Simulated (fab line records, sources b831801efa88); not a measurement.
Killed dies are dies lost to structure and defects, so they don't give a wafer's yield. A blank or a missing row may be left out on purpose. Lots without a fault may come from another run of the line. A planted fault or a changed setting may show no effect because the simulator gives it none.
fab line records | flow sky130
record lots=5 wafers=15 last_day=50
route steps=708 shown CAPM@548 METAL3@555
lots that met no fault: from a run of the same line without faults
start_h: hours from the record's first day to the start of the lot's first wafer shown | wait_h: hours since the lot's step before | " the same as in the row above | L1.1+2: a row that stands for several wafers | - no value, or no start given | * or withheld: withheld | < > ~ a bound
route shown NAME@n: a module of which the file shows steps, and the number in the route of the first | usual: mean/standard deviation of fault-free wafers | same: alike in all rows | chamber/n: place in a boat | sites: the reading at each site | _std_site: their standard deviation | _edge_site: outer sites' mean less inner sites' | radius_mm: how far each site lies from the wafer's centre | mask NAME#n: copy n | behind: the tool/chamber that last shaped the wafer | hold: why the lot was held/for how many hours/how that ended | device: the transistor (n, p or np) that didn't switch | end of line: the same wafers' tests at the end of the route | a step without rows: its recipe alone | killed: dies lost to structure and defects at the first sort, not the wafer's yield | map: a wafer's dies, x killed, . not, _ none there
set.NAME: the setting as run; set.NAME@STEP: as run at that earlier step | model.NAME: the simulator's own value behind a step, which no gauge read
lots at some steps of the route; a table a step, a row a wafer
services: from which hour (start_h, from the record's first day; less than 0 if before it) a tool's chamber was out of use, for how many hours, and why
## steps
# step SKY_CAPM_DEVELOP_11
# recipe resist=NOVOLAK developer=TMAH develop_time_s=60 dev_temp_c=23
# step SKY_CAPM_OVL_MEAS_12
# usual CAPM_OVL=0.8/1.4
# columns lot.wafer tool chamber start_h wait_h CAPM_OVL[nm]
L397.1 overlay-01 - 874.68 0.1 0.2
L397.4 " - " " -0.6
L397.5 " - " " -2.0
L405.1 overlay-02 - 933.84 0.1 -0.3
L405.4 " - " " 0.5
L405.6 " - " " -0.8
L414.1 overlay-02 - 999.45 0.1 -0.3
L414.3 " - " " 2.3
L414.5 " - " " 2.4
L416.2 overlay-02 - 1012.69 0.1 1.6
L416.3 " - " " 0.5
L416.4 " - " " -0.4
L419.2 overlay-02 - 1028.59 0.1 0.4
L419.5 " - " " 1.8
L419.6 " - " " 1.2
# step SKY_CAPM_METAL_ETCH_13
# recipe target_depth_nm=220 stop_on=SiO2 chemistry=Cl2/BCl3 target=TiN pressure_mtorr=10 icp_w=900 bias_w=48.5 Cl2_flow_sccm=60 bcl3_flow_sccm=30 time_s=62.9
# usual chamber_pressure_mTorr=9.999/0.0084 drypump_motor_current_A=5.6/0.61 oes_product_au=0.941/0.0072 throttle_valve_pct=21.901/0.0097
# columns lot.wafer tool chamber start_h wait_h chamber_pressure_mTorr drypump_motor_current_A oes_product_au rf_hours_counter_h throttle_valve_pct
L397.1 rie_metal-04 0 874.72 0.0 9.988 6.6 0.944 15 21.895
L397.4 " 1 " " 10.013 5.3 0.935 - 21.905
L397.5 " 0 " " 9.991 6.6 0.944 - 21.899
L405.1 rie_metal-04 0 933.87 0.0 10.003 6.6 0.939 17 21.889
L405.4 " 1 " " 9.991 5.3 0.949 - 21.897
L405.6 " 1 " " 9.998 5.3 0.942 - 21.908
L414.1 rie_metal-02 1 999.49 0.0 9.980 4.8 0.935 21 21.919
L414.3 " 1 " " 9.994 4.8 0.943 - 21.885
L414.5 " 0 " " 10.000 5.4 0.941 - 21.908
L416.2 rie_metal-02 0 1012.72 0.0 9.997 5.4 0.930 4 21.902
L416.3 " 1 " " 10.008 4.8 0.938 - 21.913
L416.4 " 0 " " 9.999 5.4 0.931 - 21.909
L419.2 rie_metal-04 1 1028.62 0.0 9.983 5.3 0.954 18 21.883
L419.5 " 1 " " 9.984 5.3 0.945 - 21.891
L419.6 " 0 " " 10.005 6.6 0.947 - 21.911
# step SKY_CAPM_STRIP_14
# recipe chemistry=O2/N2 power_w=1400 pressure_mtorr=1500 platen_temp_c=withheld o2_flow_sccm=3000 n2_flow_sccm=300 overash_fraction=0.5
# usual chamber_pressure_mTorr=1500.0/1.3 drypump_motor_current_A=5.9/0.42 oes_product_au=0.710/0.005 strip_time_to_endpoint_s=12.66/0.044
# same overash_fraction=0.5
# columns lot.wafer tool chamber start_h wait_h chamber_pressure_mTorr drypump_motor_current_A oes_product_au rf_hours_counter_h strip_time_to_endpoint_s
L397.1 plasma_asher-03 1 874.79 0.1 1500.1 5.5 0.712 104 12.71
L397.4 " 0 " " 1499.3 6.7 0.717 - 12.70
L397.5 " 0 " " 1501.1 6.7 0.710 - 12.70
L405.1 plasma_asher-04 1 933.95 0.1 1501.8 6.2 0.718 18 12.71
L405.4 " 1 " " 1498.0 6.2 0.707 - 12.76
L405.6 " 0 " " 1499.0 5.8 0.714 - 12.77
L414.1 plasma_asher-04 0 999.56 0.1 1501.3 5.9 0.706 25 12.65
L414.3 " 0 " " 1500.7 5.9 0.711 - 12.67
L414.5 " 1 " " 1501.0 6.2 0.716 - 12.66
L416.2 plasma_asher-04 0 1012.79 0.1 1501.6 5.9 0.717 27 12.64
L416.3 " 0 " " 1501.2 5.9 0.701 - 12.62
L416.4 " 1 " " 1499.1 6.2 0.717 - 12.64
L419.2 plasma_asher-01 0 1028.69 0.1 1499.7 5.2 0.709 60 12.58
L419.5 " 0 " " 1499.6 5.2 0.719 - 12.57
L419.6 " 1 " " 1499.3 5.6 0.712 - 12.60
# step SKY_CAPM_STRIP_15
# recipe chemistry=post_etch_residue_remover time_s=1200 temp_c=72.5
# step SKY_CAPM_CLEAN_16
# recipe chemistry=IPA time_s=180 temp_c=25
# step SKY_CAPM_CLEAN_17
# recipe chemistry=O3/DIW dry=n2_spin
# step SKY_METAL3_DEHYDRATE_05
# recipe temp_c=200 time_s=60
# step SKY_METAL3_HMDS_06
# recipe prime_time_s=60 prime_temp_c=120
# step SKY_METAL3_COAT_07
# recipe resist=BARC temp_c=withheld time_s=withheld spin_rpm=3000 resist_thk_nm=60
# step SKY_METAL3_COAT_08
# recipe resist=KrF-thick spin_rpm=3000 resist_thk_nm=1140
# step SKY_METAL3_SOFTBAKE_09
# recipe temp_c=100 time_s=90 resist=KrF-thick
# step SKY_METAL3_EXPOSE_10
# recipe mask_id=MM3 na=0.68 source_shape=annular sigma_inner=0.4 sigma_outer=0.8 target_cd_nm=300 dose_mj=28
# usual exposure_dose_mJ_cm2=27.96/0.034
# columns lot.wafer tool chamber start_h wait_h mask exposure_dose_mJ_cm2
L397.1 krf_scanner-01 0 888.33 - MM3#0 27.94
L397.4 " 0 " " MM3#0 27.98
L397.5 " 0 " " MM3#0 27.96
L405.1 krf_scanner-01 0 947.06 - MM3#0 26.66
L405.4 " 0 " " MM3#0 26.68
L405.6 " 0 " " MM3#0 26.69
L414.1 krf_scanner-01 0 1011.65 - MM3#0 27.95
L414.3 " 0 " " MM3#0 27.96
L414.5 " 0 " " MM3#0 27.94
L416.2 krf_scanner-01 0 1025.60 - MM3#0 27.85
L416.3 " 0 " " MM3#0 27.92
L416.4 " 0 " " MM3#0 27.92
L419.2 krf_scanner-01 0 1040.18 - MM3#0 27.90
L419.5 " 0 " " MM3#0 27.94
L419.6 " 0 " " MM3#0 27.94
# step SKY_METAL3_PEB_11
# recipe peb_temp_c=withheld peb_time_s=withheld resist=KrF-thick
# step SKY_METAL3_DEVELOP_12
# recipe develop_time_s=60 resist=KrF-thick dev_temp_c=21
# step SKY_METAL3_CD_MEAS_13
# recipe target_cd_nm=300
# usual cd_nm=300.3/1.3
# columns lot.wafer tool chamber start_h wait_h hold cd_nm
L397.1 cd_sem-02 - 900.73 - - 299.2
L397.4 " - " " - 299.1
L397.5 " - " " - 299.1
L405.1 cd_sem-01 - 959.45 - await_dispo/0.2h/release 215.1
L405.4 " - " " await_dispo/0.2h/release 275.9
L405.6 " - " " await_dispo/0.2h/release 243.7
L405.1 cd_sem-01 - 959.74 0.3 - 214.7
L405.4 " - " " - 275.6
L405.6 " - " " - 243.6
L414.1 cd_sem-01 - 1022.70 - - 300.9
L414.3 " - " " - 300.4
L414.5 " - " " - 300.1
L416.2 cd_sem-01 - 1036.50 - - 300.1
L416.3 " - " " - 301.5
L416.4 " - " " - 301.8
L419.2 cd_sem-01 - 1051.70 - - 301.7
L419.5 " - " " - 302.4
L419.6 " - " " - 301.4
# step SKY_METAL3_OVL_MEAS_14
# usual METAL3_OVL=-1/6
# columns lot.wafer tool chamber start_h wait_h hold METAL3_OVL[nm]
L397.1 overlay-01 - 900.85 0.1 - 1
L397.4 " - " " - 0
L397.5 " - " " - 3
L405.1 overlay-01 - 966.45 6.7 await_dispo/6.6h/release 4
L405.4 " - " " await_dispo/6.6h/release 2
L405.6 " - " " await_dispo/6.6h/release -1
L414.1 overlay-02 - 1022.82 0.1 - 10
L414.3 " - " " - 7
L414.5 " - " " - 10
L416.2 overlay-01 - 1036.60 0.1 - -10
L416.3 " - " " - 2
L416.4 " - " " - -1
L419.2 overlay-01 - 1051.81 0.1 - -1
L419.5 " - " " - 0
L419.6 " - " " - 6
# step SKY_METAL3_DESCUM_15
# recipe chemistry=O2 source_power_w=150 bias_power_w=0 pressure_mtorr=10 temp_c=40 time_s=8
# usual chamber_pressure_mTorr=9.998/0.0094 drypump_motor_current_A=5.5/0.47 oes_product_au=1.000/0.007
# columns lot.wafer tool chamber start_h wait_h chamber_pressure_mTorr drypump_motor_current_A oes_product_au rf_hours_counter_h model.METAL3.cd_nm
L397.1 rie_metal-02 0 900.89 0.0 10.003 5.4 0.986 18 299.1
L397.4 " 1 " " 9.995 4.9 1.012 - 298.7
L397.5 " 0 " " 9.993 5.4 0.994 - 299.1
L405.1 rie_metal-03 0 966.49 0.0 9.993 5.2 0.993 13 215.2
L405.4 " 0 " " 9.998 5.2 0.998 - 275.7
L405.6 " 0 " " 9.987 5.2 1.000 - 243.6
L414.1 rie_metal-01 0 1022.86 0.0 9.995 5.5 1.000 15 301.4
L414.3 " 1 " " 10.008 5.4 1.008 - 300.4
L414.5 " 0 " " 9.987 5.5 1.010 - 300.4
L416.2 rie_metal-03 1 1036.63 0.0 10.000 6.2 1.009 22 299.9
L416.3 " 0 " " 9.985 5.2 1.000 - 301.7
L416.4 " 1 " " 10.004 6.3 1.015 - 301.9
L419.2 rie_metal-03 1 1051.84 0.0 9.989 6.3 1.014 22 301.5
L419.5 " 1 " " 9.999 6.2 0.998 - 302.8
L419.6 " 0 " " 9.997 5.2 0.996 - 301.5
# step SKY_METAL3_ETCH_16
# recipe chemistry=N2/H2 target=BARC ion_energy_ev=200 bias_w=100 pressure_mtorr=30 n2_flow_sccm=100 h2_flow_sccm=200 icp_w=500 stop_on=SiO2 time_s=88.2 target_depth_a=600
# usual chamber_pressure_mTorr=30.000/0.027 drypump_motor_current_A=5.5/0.46 oes_product_au=0.626/0.005 throttle_valve_pct=13.204/0.0093
# columns lot.wafer tool chamber start_h wait_h chamber_pressure_mTorr drypump_motor_current_A oes_product_au rf_hours_counter_h throttle_valve_pct
L397.1 rie_metal-02 0 900.92 0.0 29.966 5.4 0.622 18 13.192
L397.4 " 1 " " 29.981 4.9 0.631 - 13.202
L397.5 " 0 " " 29.988 5.5 0.634 - 13.198
L405.1 rie_metal-03 0 966.52 0.0 30.018 5.3 0.620 13 13.193
L405.4 " 0 " " 29.980 5.2 0.626 - 13.209
L405.6 " 0 " " 29.982 5.3 0.623 - 13.205
L414.1 rie_metal-01 0 1022.89 0.0 29.976 5.5 0.629 15 13.197
L414.3 " 1 " " 30.000 5.3 0.627 - 13.188
L414.5 " 0 " " 30.012 5.5 0.621 - 13.207
L416.2 rie_metal-03 1 1036.67 0.0 30.058 6.3 0.617 22 13.213
L416.3 " 0 " " 29.991 5.2 0.632 - 13.208
L416.4 " 1 " " 29.996 6.3 0.619 - 13.200
L419.2 rie_metal-03 1 1051.87 0.0 30.013 6.3 0.630 22 13.192
L419.5 " 1 " " 30.008 6.2 0.629 - 13.218
L419.6 " 0 " " 30.004 5.2 0.634 - 13.200
# step SKY_METAL3_ETCH_17
# recipe target=SiO2 stop_on=TiN chemistry=C4F8/O2/Ar source_w=1500 bias_w=1200 pressure_mtorr=40 c4f8_flow_sccm=withheld O2_flow_sccm=6 Ar_flow_sccm=300 time_s=3.9 target_depth_a=150
# usual chamber_pressure_mTorr=40.00/0.039 oes_product_au=0.754/0.0071
# columns lot.wafer tool chamber start_h wait_h chamber_pressure_mTorr oes_product_au rf_hours_counter_h
L397.1 rie_diel-03 0 901.02 0.1 40.03 0.760 23
L397.4 " 3 " " 40.01 0.758 10
L397.5 " 0 " " 40.00 0.746 -
L405.1 rie_diel-03 3 966.62 0.1 40.08 0.745 12
L405.4 " 0 " " 40.00 0.759 24
L405.6 " 3 " " 40.03 0.762 -
L414.1 rie_diel-04 0 1022.99 0.1 40.01 0.746 5
L414.3 " 3 " " 40.03 0.749 13
L414.5 " 3 " " 40.03 0.753 -
L416.2 rie_diel-02 0 1036.76 0.1 39.96 0.745 5
L416.3 " 2 " " 40.02 0.756 12
L416.4 " 3 " " 40.01 0.765 21
L419.2 rie_diel-03 3 1051.97 0.1 39.99 0.754 15
L419.5 " 2 " " 40.02 0.765 -
L419.6 " 3 " " 39.98 0.766 -
# step SKY_METAL3_METAL_ETCH_18
# recipe target_depth_a=8450 stop_on=SiO2 over_etch_frac=0.3 time_s=183.1 chemistry=Cl2/BCl3 resist_sidewall_deg=88 pressure_mtorr=10 icp_w=900 bias_w=48.5 Cl2_flow_sccm=60 bcl3_flow_sccm=30
# usual chamber_pressure_mTorr=9.999/0.0093 drypump_motor_current_A=5.4/0.45 oes_product_au=0.867/0.0056 throttle_valve_pct=22.264/0.0086
# columns lot.wafer tool chamber start_h wait_h chamber_pressure_mTorr drypump_motor_current_A oes_product_au rf_hours_counter_h throttle_valve_pct model.METAL3.cd_nm
L397.1 rie_metal-03 0 901.04 0.0 10.004 5.2 0.873 10 22.274 292.5
L397.4 " 1 " " 10.002 6.3 0.867 - 22.265 301.6
L397.5 " 0 " " 9.987 5.2 0.871 - 22.272 295.4
L405.1 rie_metal-01 0 966.64 0.0 10.003 5.5 0.866 12 22.267 218.4
L405.4 " 0 " " 10.002 5.5 0.870 - 22.260 280.1
L405.6 " 1 " " 9.984 5.3 0.873 - 22.267 240.7
L414.1 rie_metal-02 0 1023.01 0.0 10.004 5.4 0.862 4 22.265 301.4
L414.3 " 0 " " 9.999 5.4 0.867 - 22.265 302.8
L414.5 " 0 " " 10.007 5.4 0.864 - 22.267 301.1
L416.2 rie_metal-01 0 1036.78 0.0 9.986 5.5 0.873 16 22.275 302.6
L416.3 " 1 " " 10.001 5.4 0.874 - 22.260 297.6
L416.4 " 0 " " 9.997 5.5 0.868 - 22.268 307.1
L419.2 rie_metal-02 1 1051.99 0.0 9.988 4.8 0.867 24 22.254 302.9
L419.5 " 0 " " 10.002 5.4 0.870 - 22.254 302.3
L419.6 " 1 " " 10.006 4.8 0.879 - 22.255 300.9
# step SKY_METAL3_STRIP_19
# recipe chemistry=O2/N2 power_w=1400 pressure_mtorr=1500 platen_temp_c=withheld o2_flow_sccm=3000 n2_flow_sccm=300 overash_fraction=0.5
# usual chamber_pressure_mTorr=1500.0/1.2 drypump_motor_current_A=5.6/0.43 oes_product_au=0.503/0.0045 strip_time_to_endpoint_s=6.55/0.052
# same overash_fraction=0.5
# columns lot.wafer tool chamber start_h wait_h chamber_pressure_mTorr drypump_motor_current_A oes_product_au rf_hours_counter_h strip_time_to_endpoint_s
L397.1 plasma_asher-02 0 901.21 0.1 1497.9 5.3 0.501 72 6.55
L397.4 " 0 " " 1501.3 5.3 0.502 - 6.53
L397.5 " 0 " " 1502.1 5.3 0.503 - 6.52
L405.1 plasma_asher-02 0 966.81 0.1 1500.6 5.3 0.499 78 6.58
L405.4 " 1 " " 1501.0 5.7 0.498 - 6.57
L405.6 " 1 " " 1500.0 5.7 0.506 - 6.57
L414.1 plasma_asher-02 0 1023.18 0.1 1499.4 5.3 0.508 83 6.57
L414.3 " 0 " " 1499.4 5.3 0.497 - 6.61
L414.5 " 1 " " 1501.7 5.7 0.511 - 6.62
L416.2 plasma_asher-03 0 1036.96 0.1 1502.8 6.7 0.512 120 6.52
L416.3 " 0 " " 1499.2 6.6 0.495 - 6.47
L416.4 " 1 " " 1498.5 5.5 0.497 - 6.46
L419.2 plasma_asher-01 0 1052.16 0.1 1498.9 5.3 0.501 63 6.59
L419.5 " 1 " " 1499.4 5.6 0.506 - 6.61
L419.6 " 0 " " 1500.6 5.3 0.507 - 6.56
## services
# columns tool chamber start_h hours kind
plasma_asher-02 - 859.10 0.8 repair
rie_metal-01 0 861.09 6.1 repair
rie_diel-03 2 861.14 5.7 repair
krf_scanner-01 - 862.29 0.8 pm
rie_metal-02 - 871.95 1.4 pm
plasma_asher-02 - 884.87 1.1 repair
plasma_asher-02 - 905.05 1.1 repair
rie_metal-02 1 908.73 5.3 repair
plasma_asher-04 - 911.07 6.0 repair
rie_metal-02 - 911.45 2.8 pm
rie_metal-01 1 920.42 2.7 repair
rie_diel-03 - 934.27 2.8 pm
krf_scanner-01 - 937.06 1.3 pm
rie_diel-03 1 944.35 1.4 repair
rie_diel-03 0 974.37 12.3 repair
rie_metal-03 - 974.93 0.3 repair
rie_metal-01 - 975.51 2.8 pm
plasma_asher-02 - 978.56 8.0 repair
krf_scanner-01 - 983.29 1.0 pm
rie_metal-01 - 1007.54 14.6 pm
krf_scanner-01 - 1014.26 0.8 pm
krf_scanner-01 - 1030.30 0.6 repair
krf_scanner-01 - 1031.09 0.8 pm
plasma_asher-02 - 1041.17 6.7 repair
## key
first_sign step=SKY_METAL3_EXPOSE_10 reading=exposure_dose_mJ_cm2 direction=down sigmas=38 usual=* struck=*
effect step=SKY_METAL3_CD_MEAS_13 reading=visit direction=added through=control_loop
effect step=SKY_METAL3_CD_MEAS_13 reading=cd_nm direction=down sigmas=43 usual=300.3 struck=244.9 through=control_loop
model_effect step=SKY_METAL3_DESCUM_15 value=METAL3.cd_nm without=302.1 struck=244.8
model_effect step=SKY_METAL3_METAL_ETCH_18 value=METAL3.cd_nm without=303.4 struck=246.4
met_at SKY_METAL3_EXPOSE_10
struck_wafers L405.1,L405.4,L405.6
later_rows_left_out L405.1,L405.6
sort_left_out L405.1,L405.4,L405.6
loop_trim step=SKY_METAL3_EXPOSE_10 setting=dose lots=L405
onset_between 888.33 947.06
fault kind=process_parameter_drift tool=krf_scanner-01 chamber=- onset_h=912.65 steps=SKY_METAL3_EXPOSE_10 channel=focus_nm offset=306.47 spread_by_wafer=0.3 shape=step end_h=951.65
# sort_left_out: the simulated sort isn't trusted on such a fault, so these wafers' sort isn't shown, and their yield isn't known
# later_rows_left_out: the simulator's readings of these wafers behind a module that went badly wrong aren't trusted and aren't shown, but for the sort
# loop_trim: a control loop set the setting to another value than it would have without faults
